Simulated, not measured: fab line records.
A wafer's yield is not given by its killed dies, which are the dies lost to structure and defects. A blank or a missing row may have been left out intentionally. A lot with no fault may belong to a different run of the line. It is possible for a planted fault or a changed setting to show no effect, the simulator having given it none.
A single fault, viewed from 2 desks :: flow gf180mcu :: every desk sees just its own numbers, and what lay behind them comes last

## AT THE METROLOGY DESK
Means of the sampled wafers that have a number, per lot and without regard to the tool the lot ran on: this is what the gauges read. Any lot whose mean is over 4 standard deviations away from the usual mean is out of limits and marked OUT; that distance is given in the brackets.
Columns: A = V4_OVL at GF_V4_OVL_MEAS_15, usual 3 nm; B = V4_W_THK at GF_V4_THK_MEAS_25, usual 345 nm
lot: L117
first seen here: day 24 13:40
A: 9
B: 343

lot: L118
first seen here: day 25 04:11
A: 6
B: 344

lot: L119
first seen here: day 25 11:02
A: 10
B: 338

lot: L121
first seen here: day 26 10:46
A: 0
B: 344

lot: L123
first seen here: day 26 18:41
A: 3
B: 350

lot: L124
first seen here: day 27 04:04
A: 0
B: 347

lot: L125
first seen here: day 27 08:59
A: 3
B: 344

lot: L126
first seen here: day 27 18:29
A: -5
B: 346

lot: L127
first seen here: day 27 23:07
A: -2
B: 348

lot: L128
first seen here: day 28 04:13
A: 2
B: 350

lot: L135
first seen here: day 30 13:10
A: 5
B: 346

lot: L136
first seen here: day 30 19:25
A: 1
B: 345

lot: L138
first seen here: day 31 12:16
A: 0
B: 352
This desk found nothing out of limits on any of the 13 lots.

## AT THE TOOL OWNER'S DESK: pvd_sputter-02
The tool's own readings at GF_MIM_SPUTTER_02 (material AlCu, target thk 450 nm, time 23.9 s): means of the sampled wafers that have a number, for each lot that ran on this tool. Any lot whose mean is over 4 standard deviations away from the usual mean is out of limits and marked OUT; that distance is given in the brackets.
Columns: A = cathode_dc_power_W at GF_MIM_SPUTTER_02, usual 10600 W; B = chamber_pressure_pa at GF_MIM_SPUTTER_02, usual 0.3999 Pa; C = throttle_valve_pct at GF_MIM_SPUTTER_02, usual 30.1 %
lot: L121
first seen here: day 26 12:17
A: 10600
B: 0.4004
C: 31.6

lot: L123
first seen here: day 26 20:34
A: 10602
B: 0.3998
C: 30.0

lot: L124
first seen here: day 27 06:07
A: 10600
B: 0.3999
C: 30.7

lot: L125
first seen here: day 27 10:29
A: 9972 (-99 or more) OUT
B: 0.4001
C: 31.0

lot: L128
first seen here: day 28 05:48
A: 9972 (-99 or more) OUT
B: 0.3999
C: 31.7

lot: L136
first seen here: day 30 20:56
A: 10599
B: 0.4002
C: 30.4

lot: L138
first seen here: day 31 13:50
A: 10601
B: 0.4007
C: 32.0
This desk's verdict: out of limits on L125, L128, starting with L125 at day 27 10:29 (cathode_dc_power_W at GF_MIM_SPUTTER_02). L121, L123, L124, L136, L138: within limits.

## ALL TOGETHER
On L125, L128, at day 27 10:29, an alarm was possible from the tool owner's desk.
At the metrology desk, nothing out of limits was observed.
The metrology desk has L125, L128 on record, within its limits.
Of the lots named, all ran GF_MIM_SPUTTER_02 on pvd_sputter-02.

## WHAT THE SIMULATOR HAD PUT IN
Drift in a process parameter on pvd_sputter-02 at GF_MIM_SPUTTER_02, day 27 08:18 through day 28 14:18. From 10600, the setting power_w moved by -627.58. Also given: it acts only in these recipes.
Shown lots that were struck: L125, L128.
How many hours passed from the start of the fault until each desk's first out-of-limits reading: the tool owner's desk, 2.
